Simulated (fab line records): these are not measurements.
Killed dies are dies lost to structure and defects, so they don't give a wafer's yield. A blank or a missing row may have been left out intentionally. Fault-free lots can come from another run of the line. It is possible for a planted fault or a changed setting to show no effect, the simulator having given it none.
Chamber matching / flow gf180mcu / 4 sister chambers for GF_V3_CMP_26 on cmp-01
The step polishes, stops on SiO2, t overpolish 15 s, target thk 0 nm. 16 wafers are shown with their chamber, then 8 later ones without.

## EACH WAFER AND ITS CHAMBER
wafer=L075.1; chamber=3; motor_current_A (A)=11.5; time_to_endpoint_s (s)=87; overpolish_run_s (s)=15.000
wafer=L075.2; chamber=1; motor_current_A (A)=11.1; time_to_endpoint_s (s)=80; overpolish_run_s (s)=14.997
wafer=L075.3; chamber=0; motor_current_A (A)=10.1; time_to_endpoint_s (s)=83; overpolish_run_s (s)=14.998
wafer=L077.2; chamber=0; motor_current_A (A)=10.1; time_to_endpoint_s (s)=81; overpolish_run_s (s)=15.004
wafer=L077.5; chamber=0; motor_current_A (A)=10.3; time_to_endpoint_s (s)=83; overpolish_run_s (s)=14.999
wafer=L077.6; chamber=3; motor_current_A (A)=11.9; time_to_endpoint_s (s)=86; overpolish_run_s (s)=15.009
wafer=L079.3; chamber=2; motor_current_A (A)=12.8; time_to_endpoint_s (s)=85; overpolish_run_s (s)=15.000
wafer=L079.5; chamber=0; motor_current_A (A)=10.0; time_to_endpoint_s (s)=82; overpolish_run_s (s)=14.990
wafer=L079.6; chamber=3; motor_current_A (A)=11.6; time_to_endpoint_s (s)=88; overpolish_run_s (s)=14.997
wafer=L082.3; chamber=2; motor_current_A (A)=11.7; time_to_endpoint_s (s)=79; overpolish_run_s (s)=15.004
wafer=L082.4; chamber=1; motor_current_A (A)=10.6; time_to_endpoint_s (s)=81; overpolish_run_s (s)=15.012
wafer=L082.6; chamber=0; motor_current_A (A)=9.5; time_to_endpoint_s (s)=83; overpolish_run_s (s)=15.004
wafer=L084.1; chamber=1; motor_current_A (A)=10.8; time_to_endpoint_s (s)=85; overpolish_run_s (s)=15.005
wafer=L084.3; chamber=3; motor_current_A (A)=11.5; time_to_endpoint_s (s)=86; overpolish_run_s (s)=14.999
wafer=L084.4; chamber=2; motor_current_A (A)=12.7; time_to_endpoint_s (s)=83; overpolish_run_s (s)=14.990
wafer=L087.2; chamber=3; motor_current_A (A)=11.9; time_to_endpoint_s (s)=88; overpolish_run_s (s)=15.006

SIGNATURES, as means of the wafers listed above
reading=motor_current_A; chamber 0=10.000; chamber 1=10.833; chamber 2=12.400; chamber 3=11.680; scatter within a chamber=0.341
reading=time_to_endpoint_s; chamber 0=82.40; chamber 1=82.00; chamber 2=82.33; chamber 3=87.00; scatter within a chamber=1.82
reading=overpolish_run_s; chamber 0=14.99900; chamber 1=15.00467; chamber 2=14.99800; chamber 3=15.00220; scatter within a chamber=0.00613
Rule: a wafer lies at a distance from a chamber equal to the root of the sum of squares, over the readings, of (its reading less the chamber's mean, divided by the reading's scatter). If the next closest chamber is less than 2 further off than the closest, the wafer can't be placed; otherwise it belongs to the closest. The scatter: the root of (the sum of the squares of (reading less its chamber's mean) over the shown wafers, divided by (wafers less chambers)).

## WAFERS WITH NO CHAMBER GIVEN
wafer=L087.4; motor_current_A (A)=10.8; time_to_endpoint_s (s)=80; overpolish_run_s (s)=14.994
wafer=L087.5; motor_current_A (A)=10.7; time_to_endpoint_s (s)=88; overpolish_run_s (s)=14.992
wafer=L093.2; motor_current_A (A)=12.3; time_to_endpoint_s (s)=86; overpolish_run_s (s)=15.001
wafer=L093.3; motor_current_A (A)=9.8; time_to_endpoint_s (s)=85; overpolish_run_s (s)=14.975
wafer=L093.6; motor_current_A (A)=12.7; time_to_endpoint_s (s)=86; overpolish_run_s (s)=15.017
wafer=L097.1; motor_current_A (A)=11.7; time_to_endpoint_s (s)=90; overpolish_run_s (s)=14.983
wafer=L097.2; motor_current_A (A)=12.6; time_to_endpoint_s (s)=82; overpolish_run_s (s)=14.986
wafer=L097.5; motor_current_A (A)=12.0; time_to_endpoint_s (s)=81; overpolish_run_s (s)=14.985

## THE CHAMBER EACH PASSED THROUGH
wafer=L087.4; from the rows above=can't be placed: 1 or 0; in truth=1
wafer=L087.5; from the rows above=can't be placed: 3 or 0 or 1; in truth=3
wafer=L093.2; from the rows above=can't be placed: 3 or 2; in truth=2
wafer=L093.3; from the rows above=can't be placed: 0 or 1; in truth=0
wafer=L093.6; from the rows above=can't be placed: 2 or 3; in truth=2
wafer=L097.1; from the rows above=can't be placed: 3 or 2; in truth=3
wafer=L097.2; from the rows above=2; in truth=2
wafer=L097.5; from the rows above=can't be placed: 2 or 3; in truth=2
Correctly placed: 1 of 8. Cannot be placed on the basis of these rows: 7; the candidates contain the true chamber in 7. Placed wrongly: 0.
